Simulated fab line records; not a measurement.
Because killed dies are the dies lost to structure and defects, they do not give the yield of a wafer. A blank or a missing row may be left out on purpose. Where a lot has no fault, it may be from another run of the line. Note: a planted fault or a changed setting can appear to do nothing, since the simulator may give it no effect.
The tool behind it: which one?	flow sky130	42 wafers from 14 lots sampled at 6 of the route's 708 steps

## WHAT EACH GAUGE READ, for each wafer
SKY_SONOS_ONO_THK_MEAS_03.
lot	measured	on	SONOS_ONO_CVD_02_THK (nm)
L498	day 11 07:21	filmMetro-03	10.40 10.34 10.44
L499	day 11 15:58	filmMetro-01	10.17 10.06 10.21
L500	day 12 01:49	filmMetro-01	10.31 10.37 10.49
L502	day 13 08:22	filmMetro-01	10.45 10.40 10.64
L503	day 13 13:45	filmMetro-01	10.30 10.43 10.37
L504	day 13 13:45	filmMetro-04	10.39 10.48 10.44
L505	day 13 18:19	filmMetro-04	10.64 10.52 10.66
L506	day 14 03:49	filmMetro-01	10.50 10.54 10.47
L507	day 14 14:53	filmMetro-04	10.54 10.45 10.59
L508	day 14 18:32	filmMetro-01	10.58 10.51 10.61
L513	day 16 09:53	filmMetro-04	10.47 10.55 10.44
L518	day 18 03:02	filmMetro-03	10.55 10.58 10.57
L519	day 19 02:37	filmMetro-04	10.66 10.52 10.72
L521	day 19 06:52	filmMetro-01	10.55 10.72 10.79

SKY_LDD_HVP_TW_MEAS_10.
lot	measured	on	LDD_HVP_TW
L498	day 21 02:22	filmMetro-02	453.3 454.0 451.4
L499	day 21 13:34	filmMetro-03	457.2 457.5 459.1
L500	day 22 01:46	filmMetro-03	457.6 459.5 459.0
L502	day 23 16:47	filmMetro-03	457.4 455.3 457.1
L503	day 24 00:06	filmMetro-04	454.2 452.0 450.2
L504	day 24 01:08	filmMetro-03	456.8 457.9 453.9
L505	day 24 07:20	filmMetro-04	452.0 451.7 452.4
L506	day 24 11:08	filmMetro-03	458.8 455.0 457.6
L507	day 25 02:59	filmMetro-04	453.6 453.1 453.1
L508	day 25 08:20	filmMetro-04	454.8 453.1 453.0
L513	day 26 23:14	filmMetro-04	454.8 457.4 455.7
L518	day 28 11:08	filmMetro-02	455.4 454.8 455.9
L519	day 29 10:11	filmMetro-03	455.9 455.2 452.4
L521	day 29 16:53	filmMetro-04	452.3 453.5 450.6

SKY_LDD_LDN_OVL_MEAS_07.
lot	measured	on	LDD_LDN_OVL (nm)
L498	day 22 09:02	overlay-02	-2.1 -2.1 -2.7
L499	day 22 19:52	overlay-01	0.1 -0.6 -1.7
L500	day 23 07:13	overlay-02	-2.0 -2.9 -0.9
L502	day 24 22:17	overlay-01	-0.8 -0.9 0.6
L503	day 25 05:55	overlay-02	-0.5 1.4 0.4
L504	day 25 06:31	overlay-02	-1.1 -0.2 1.0
L505	day 25 12:24	overlay-02	-0.7 -0.9 -3.3
L506	day 25 16:46	overlay-02	- - -
L507	day 26 07:49	overlay-02	-1.4 0.5 -1.2
L508	day 26 13:53	overlay-01	- - -
L513	day 28 03:21	overlay-02	0.2 1.2 0.3
L518	day 29 14:40	overlay-02	-2.7 -2.6 -1.4
L519	day 30 13:20	overlay-02	-0.4 -0.8 -1.9
L521	day 30 19:56	overlay-01	0.5 0.3 -0.6

SKY_LDD_LDN_TW_MEAS_13.
lot	measured	on	LDD_LDN_TW
L498	day 22 09:46	filmMetro-04	1476 1481 1479
L499	day 22 20:37	filmMetro-01	1516 1512 1517
L500	day 23 07:57	filmMetro-03	1478 1485 1473
L502	day 24 23:02	filmMetro-04	1460 1465 1460
L503	day 25 06:40	filmMetro-04	1474 1473 1476
L504	day 25 07:16	filmMetro-01	1506 1508 1508
L505	day 25 13:08	filmMetro-03	1492 1484 1487
L506	day 25 17:31	filmMetro-04	30 30 30
L507	day 26 08:34	filmMetro-03	1478 1475 1472
L508	day 26 14:37	filmMetro-03	30 30 30
L513	day 28 04:05	filmMetro-03	1477 1475 1470
L518	day 29 15:25	filmMetro-04	1468 1470 1477
L519	day 30 14:05	filmMetro-04	1476 1466 1479
L521	day 30 20:41	filmMetro-04	1473 1474 1478

SKY_SD_N_RS_MEAS_16: uses a four-point probe to measure.
lot	measured	on	SD_N_RS (ohm/sq)
L498	day 27 12:01	filmMetro-01	68.73 68.66 68.64
L499	day 27 20:18	filmMetro-04	68.82 68.67 68.71
L500	day 28 07:50	filmMetro-01	68.63 68.71 68.58
L502	day 29 20:22	filmMetro-04	68.65 68.29 68.44
L503	day 30 03:19	filmMetro-01	68.53 68.52 68.57
L504	day 30 04:34	filmMetro-02	68.60 68.45 68.51
L505	day 30 09:23	filmMetro-02	68.60 68.62 68.70
L506	day 30 13:53	filmMetro-02	68.53 68.72 68.68
L507	day 31 01:45	filmMetro-02	68.49 68.51 68.40
L508	day 31 08:03	filmMetro-04	68.53 68.53 68.42
L513	day 32 19:30	filmMetro-04	68.57 68.48 68.52
L518	day 34 05:28	filmMetro-02	68.52 68.50 68.41
L519	day 35 06:03	filmMetro-01	68.69 68.48 68.49
L521	day 35 11:05	filmMetro-01	68.75 68.56 68.78

## WHAT TOOL EACH LOT RAN ON (gives the tool, then ch and the chambers of the sampled wafers, and finally the start)
lot	SKY_LDD_LDN_DEVELOP_06
L498	lithoTrack-02 ch 0, day 22 08:53
L499	lithoTrack-03 ch 0, day 22 19:44
L500	lithoTrack-03 ch 0, day 23 07:04
L502	lithoTrack-04 ch 0, day 24 22:08
L503	lithoTrack-02 ch 0, day 25 05:46
L504	lithoTrack-02 ch 0, day 25 06:22
L505	lithoTrack-04 ch 0, day 25 12:16
L506	lithoTrack-02 ch 0, day 25 16:37
L507	lithoTrack-03 ch 0, day 26 07:41
L508	lithoTrack-02 ch 0, day 26 13:44
L513	lithoTrack-04 ch 0, day 28 03:13
L518	lithoTrack-02 ch 0, day 29 14:31
L519	lithoTrack-04 ch 0, day 30 13:11
L521	lithoTrack-04 ch 0, day 30 19:47
- SKY_LDD_LDN_DEVELOP_06: develop time 60 s.

## WHAT THE TOOLS THEMSELVES READ (means of the sampled wafers that have a number; where no wafer has one, the mark that the record gives instead)
The record holds no such reading with a usual standard deviation.

## THE ANSWER, worked out from the rows above alone
Rule: the lots themselves supply what counts as usual. Put in order of their means at a reading, lots are off if they are a third of the lots or fewer, leave a main group of 4 or more, and stand apart from it by a gap of 3 or more times the standard deviation of the main group's means; of several such gaps the widest counts. The tables above print the reading to a certain number of digits; a main group whose means all agree to those digits is not used. A lot without any number at a reading at which 4 lots or more have one is off too. All remaining lots with rows at the step are treated as sound. The gauges are gone through in route order, then the tools' own readings, and for those a lot's mean is taken as printed above. At the first step where some lot is off, the reading lying furthest off is the one used; lots without a number count as furthest.
Off: L506, L508, seen at SKY_LDD_LDN_OVL_MEAS_07 (LDD_LDN_OVL). Without a number there: L506, L508. Main group: mean -0.8 nm, sd 0.96.
If a tool, at a process step before that reading, ran all the lots that are off and no sound lot after the first of them, it fits. The gauges at SKY_LDD_LDN_OVL_MEAS_07 aren't tried: what is off there is off at SKY_LDD_LDN_TW_MEAS_13 too, on other tools, and a gauge's error can't cause that. No candidate that was tried fits.

## WHAT THE SIMULATOR HAD PUT IN
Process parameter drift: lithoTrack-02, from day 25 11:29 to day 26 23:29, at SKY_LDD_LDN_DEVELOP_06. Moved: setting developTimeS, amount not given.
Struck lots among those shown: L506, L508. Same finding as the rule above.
